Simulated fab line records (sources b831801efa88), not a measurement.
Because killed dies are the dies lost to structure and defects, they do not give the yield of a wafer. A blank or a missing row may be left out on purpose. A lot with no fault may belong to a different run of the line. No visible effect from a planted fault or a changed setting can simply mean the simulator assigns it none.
The tool behind it: which one? :: flow sky130 :: Sampling: 12 lots, 36 wafers, 5 of 708 route steps

== WHAT THE GAUGES READ, wafer by wafer ==
SKY_VT_ADJUST_LVTN_OVL_MEAS_07.
lot: L469
measured: day 7 01:34
on: overlay-01
VT_ADJUST_LVTN_OVL (nm): -0.5 0.0 0.0

lot: L472
measured: day 7 18:46
on: overlay-02
VT_ADJUST_LVTN_OVL (nm): 0.4 -0.3 1.5

lot: L473
measured: day 8 02:48
on: overlay-01
VT_ADJUST_LVTN_OVL (nm): -0.9 -0.9 -0.4

lot: L474
measured: day 8 09:59
on: overlay-02
VT_ADJUST_LVTN_OVL (nm): 0.4 0.4 0.7

lot: L475
measured: day 8 13:25
on: overlay-02
VT_ADJUST_LVTN_OVL (nm): 1.3 0.5 -0.7

lot: L477
measured: day 9 20:39
on: overlay-02
VT_ADJUST_LVTN_OVL (nm): 0.2 -1.3 -1.1

lot: L480
measured: day 10 06:53
on: overlay-02
VT_ADJUST_LVTN_OVL (nm): 2.2 0.6 2.3

lot: L481
measured: day 10 07:52
on: overlay-01
VT_ADJUST_LVTN_OVL (nm): 0.8 -1.6 1.3

lot: L482
measured: day 10 12:26
on: overlay-01
VT_ADJUST_LVTN_OVL (nm): -0.3 -1.2 1.5

lot: L485
measured: day 11 10:14
on: overlay-01
VT_ADJUST_LVTN_OVL (nm): -2.6 -2.3 -0.7

lot: L490
measured: day 12 21:13
on: overlay-02
VT_ADJUST_LVTN_OVL (nm): 1.2 -0.9 -0.6

lot: L491
measured: day 13 00:16
on: overlay-01
VT_ADJUST_LVTN_OVL (nm): -1.8 0.3 0.9

SKY_LDD_HVP_TW_MEAS_10.
lot: L469
measured: day 22 03:22
on: film-metro-03
LDD_HVP_TW: 455.7 458.8 454.0

lot: L472
measured: day 23 02:11
on: film-metro-02
LDD_HVP_TW: 459.7 461.6 462.3

lot: L473
measured: day 23 16:56
on: film-metro-04
LDD_HVP_TW: 458.4 462.8 458.3

lot: L474
measured: day 23 23:23
on: film-metro-02
LDD_HVP_TW: 456.5 459.2 459.6

lot: L475
measured: day 24 10:05
on: film-metro-03
LDD_HVP_TW: 453.6 454.0 456.2

lot: L477
measured: day 26 00:55
on: film-metro-02
LDD_HVP_TW: 461.0 456.1 458.3

lot: L480
measured: day 26 17:52
on: film-metro-04
LDD_HVP_TW: 510.8 512.0 512.9 510.9 511.7 511.4

lot: L481
measured: day 26 15:40
on: film-metro-03
LDD_HVP_TW: 506.6 506.1 507.1 509.6 507.1 511.6

lot: L482
measured: day 26 21:17
on: film-metro-02
LDD_HVP_TW: 511.1 510.7 507.8 511.1 511.4 509.2

lot: L485
measured: day 27 20:52
on: film-metro-04
LDD_HVP_TW: 461.6 461.8 461.1

lot: L490
measured: day 29 14:11
on: film-metro-02
LDD_HVP_TW: 457.9 458.7 456.1

lot: L491
measured: day 29 18:20
on: film-metro-03
LDD_HVP_TW: 453.6 454.3 455.1

SKY_SPACER_THK_MEAS_01.
lot: L469
measured: day 23 13:22
on: film-metro-01
SPACER_CVD_00_THK (nm): 43.4 43.2 43.6

lot: L472
measured: day 24 11:17
on: film-metro-04
SPACER_CVD_00_THK (nm): 42.5 43.0 43.1

lot: L473
measured: day 25 01:36
on: film-metro-03
SPACER_CVD_00_THK (nm): 43.3 43.4 43.5

lot: L474
measured: day 25 07:56
on: film-metro-04
SPACER_CVD_00_THK (nm): 42.4 42.6 42.6

lot: L475
measured: day 25 18:11
on: film-metro-03
SPACER_CVD_00_THK (nm): 43.4 43.2 43.5

lot: L477
measured: day 27 08:13
on: film-metro-03
SPACER_CVD_00_THK (nm): 43.1 43.0 43.2

lot: L480
measured: day 28 01:11
on: film-metro-04
SPACER_CVD_00_THK (nm): 43.1 43.0 42.7

lot: L481
measured: day 27 22:56
on: film-metro-04
SPACER_CVD_00_THK (nm): 43.0 43.5 43.2

lot: L482
measured: day 28 04:29
on: film-metro-03
SPACER_CVD_00_THK (nm): 43.3 43.4 42.8

lot: L485
measured: day 29 04:28
on: film-metro-03
SPACER_CVD_00_THK (nm): 43.1 42.8 43.0

lot: L490
measured: day 30 20:33
on: film-metro-04
SPACER_CVD_00_THK (nm): 43.0 43.2 42.8

lot: L491
measured: day 31 00:54
on: film-metro-01
SPACER_CVD_00_THK (nm): 42.9 43.1 43.3

== TOOL THAT RAN EACH LOT (tool first, then ch and the chambers of the sampled wafers, then the start) ==
lot: L469
SKY_NWELL_RTA_28: rtp-anneal-02 ch 0, day 5 11:31
SKY_LDD_HVP_IMPLANT_08: implanter-01 ch 0, day 22 03:07

lot: L472
SKY_NWELL_RTA_28: rtp-anneal-02 ch 0, day 6 03:11
SKY_LDD_HVP_IMPLANT_08: implanter-01 ch 0, day 23 01:56

lot: L473
SKY_NWELL_RTA_28: rtp-anneal-02 ch 0, day 6 10:44
SKY_LDD_HVP_IMPLANT_08: implanter-03 ch 0, day 23 16:41

lot: L474
SKY_NWELL_RTA_28: rtp-anneal-02 ch 0, day 6 16:17
SKY_LDD_HVP_IMPLANT_08: implanter-01 ch 0, day 23 23:10

lot: L475
SKY_NWELL_RTA_28: rtp-anneal-01 ch 0, day 6 20:19
SKY_LDD_HVP_IMPLANT_08: implanter-02 ch 0, day 24 09:52

lot: L477
SKY_NWELL_RTA_28: rtp-anneal-01 ch 0, day 8 01:27
SKY_LDD_HVP_IMPLANT_08: implanter-02 ch 0, day 26 00:40

lot: L480
SKY_NWELL_RTA_28: rtp-anneal-02 ch 0, day 8 11:11
SKY_LDD_HVP_IMPLANT_08: implanter-02 ch 0, day 26 17:37

lot: L481
SKY_NWELL_RTA_28: rtp-anneal-01 ch 0, day 8 11:15
SKY_LDD_HVP_IMPLANT_08: implanter-02 ch 0, day 26 15:25

lot: L482
SKY_NWELL_RTA_28: rtp-anneal-02 ch 0, day 8 16:06
SKY_LDD_HVP_IMPLANT_08: implanter-02 ch 0, day 26 21:05

lot: L485
SKY_NWELL_RTA_28: rtp-anneal-01 ch 0, day 9 12:14
SKY_LDD_HVP_IMPLANT_08: implanter-01 ch 0, day 27 20:38

lot: L490
SKY_NWELL_RTA_28: rtp-anneal-02 ch 0, day 10 19:29
SKY_LDD_HVP_IMPLANT_08: implanter-03 ch 0, day 29 13:56

lot: L491
SKY_NWELL_RTA_28: rtp-anneal-01 ch 0, day 10 21:55
SKY_LDD_HVP_IMPLANT_08: implanter-03 ch 0, day 29 18:07
- SKY_NWELL_RTA_28: time 30 s.
- SKY_LDD_HVP_IMPLANT_08

== AS READ BY THE TOOLS THEMSELVES (means over the sampled wafers that have a number; for cases with no such wafer, the mark the record gives instead) ==
SKY_NWELL_RTA_28.
lot: L469
tool: rtp-anneal-02
lamp-power-pct (%): 25.27
wafer_temp_C_max: 1054.8

lot: L472
tool: rtp-anneal-02
lamp-power-pct (%): 25.32
wafer_temp_C_max: 1054.2

lot: L473
tool: rtp-anneal-02
lamp-power-pct (%): 25.35
wafer_temp_C_max: 1054.2

lot: L474
tool: rtp-anneal-02
lamp-power-pct (%): 25.33
wafer_temp_C_max: 1055.7

lot: L475
tool: rtp-anneal-01
lamp-power-pct (%): 25.29
wafer_temp_C_max: 1054.5

lot: L477
tool: rtp-anneal-01
lamp-power-pct (%): 25.31
wafer_temp_C_max: 1054.6

lot: L480
tool: rtp-anneal-02
lamp-power-pct (%): 25.32
wafer_temp_C_max: 1054.5

lot: L481
tool: rtp-anneal-01
lamp-power-pct (%): 25.34
wafer_temp_C_max: 1054.9

lot: L482
tool: rtp-anneal-02
lamp-power-pct (%): 25.23
wafer_temp_C_max: 1055.7

lot: L485
tool: rtp-anneal-01
lamp-power-pct (%): 25.34
wafer_temp_C_max: 1054.7

lot: L490
tool: rtp-anneal-02
lamp-power-pct (%): 25.31
wafer_temp_C_max: 1055.1

lot: L491
tool: rtp-anneal-01
lamp-power-pct (%): 25.30
wafer_temp_C_max: 1054.8

SKY_LDD_HVP_IMPLANT_08.
lot: L469
tool: implanter-01
dose-ions-cm2: 1.6998e+13
faraday-current-uA: 97.3

lot: L472
tool: implanter-01
dose-ions-cm2: 1.7012e+13
faraday-current-uA: 95.9

lot: L473
tool: implanter-03
dose-ions-cm2: 1.7032e+13
faraday-current-uA: 96.9

lot: L474
tool: implanter-01
dose-ions-cm2: 1.6985e+13
faraday-current-uA: 98.6

lot: L475
tool: implanter-02
dose-ions-cm2: 1.6993e+13
faraday-current-uA: 95.7

lot: L477
tool: implanter-02
dose-ions-cm2: 1.6995e+13
faraday-current-uA: 96.0

lot: L480
tool: implanter-02
dose-ions-cm2: 2.4137e+13
faraday-current-uA: 133.3

lot: L481
tool: implanter-02
dose-ions-cm2: 2.4177e+13
faraday-current-uA: 135.9

lot: L482
tool: implanter-02
dose-ions-cm2: 2.4169e+13
faraday-current-uA: 137.4

lot: L485
tool: implanter-01
dose-ions-cm2: 1.6999e+13
faraday-current-uA: 95.8

lot: L490
tool: implanter-03
dose-ions-cm2: 1.7002e+13
faraday-current-uA: 96.3

lot: L491
tool: implanter-03
dose-ions-cm2: 1.6998e+13
faraday-current-uA: 96.7

== THE ANSWER, worked out from the rows above alone ==
Rule: the usual values come from the lots themselves. Put in order of their means at a reading, lots are off if they are a third of the lots or fewer, leave a main group of 4 or more, and stand apart from it by a gap of 3 or more times the standard deviation of the main group's means; of several such gaps the widest counts. The tables above print the reading to a certain number of digits; a main group whose means all agree to those digits is not used. A lot without any number at a reading at which 4 lots or more have one is off too. The other lots that the step has rows for count as sound. First the gauges in route order, then the tools' own readings, where a lot's mean is used as printed above. The first step at which some lot is off is used, and at that step the reading that is off furthest; a lot without a number counts as furthest.
Off: at SKY_LDD_HVP_TW_MEAS_10 (LDD_HVP_TW), L480, L481, L482. The main group has a mean of 458.0 with a standard deviation of 2.5.
A tool fits if, at a process step before that reading, it ran every lot that is off, and no sound lot after the first of them. Not tried: the gauges at SKY_LDD_HVP_TW_MEAS_10; whatever is off there is also off at SKY_LDD_HVP_IMPLANT_08, on other tools, and gauge error can't account for it. One fits: implanter-02 at SKY_LDD_HVP_IMPLANT_08. A fault onset in the window from L477 (day 26 00:40, its last sound lot) to L481 (day 26 15:25, its first lot off) fits.
The tool's own readings at SKY_LDD_HVP_IMPLANT_08 bear it out: on the lots that are off they differ by more than 5 times the standard deviation of the sound lots' means. dose-ions-cm2 reads 2.4161e+13 there against 1.7002e+13 on the sound lots; faraday-current-uA reads 135.5 there against 96.6 on the sound lots.

== WHAT THE SIMULATOR PUT IN ==
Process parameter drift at SKY_LDD_HVP_IMPLANT_08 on implanter-02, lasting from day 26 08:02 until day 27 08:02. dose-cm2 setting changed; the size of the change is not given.
Shown lots that were struck: L480, L481, L482. The rule given above showed the same thing.
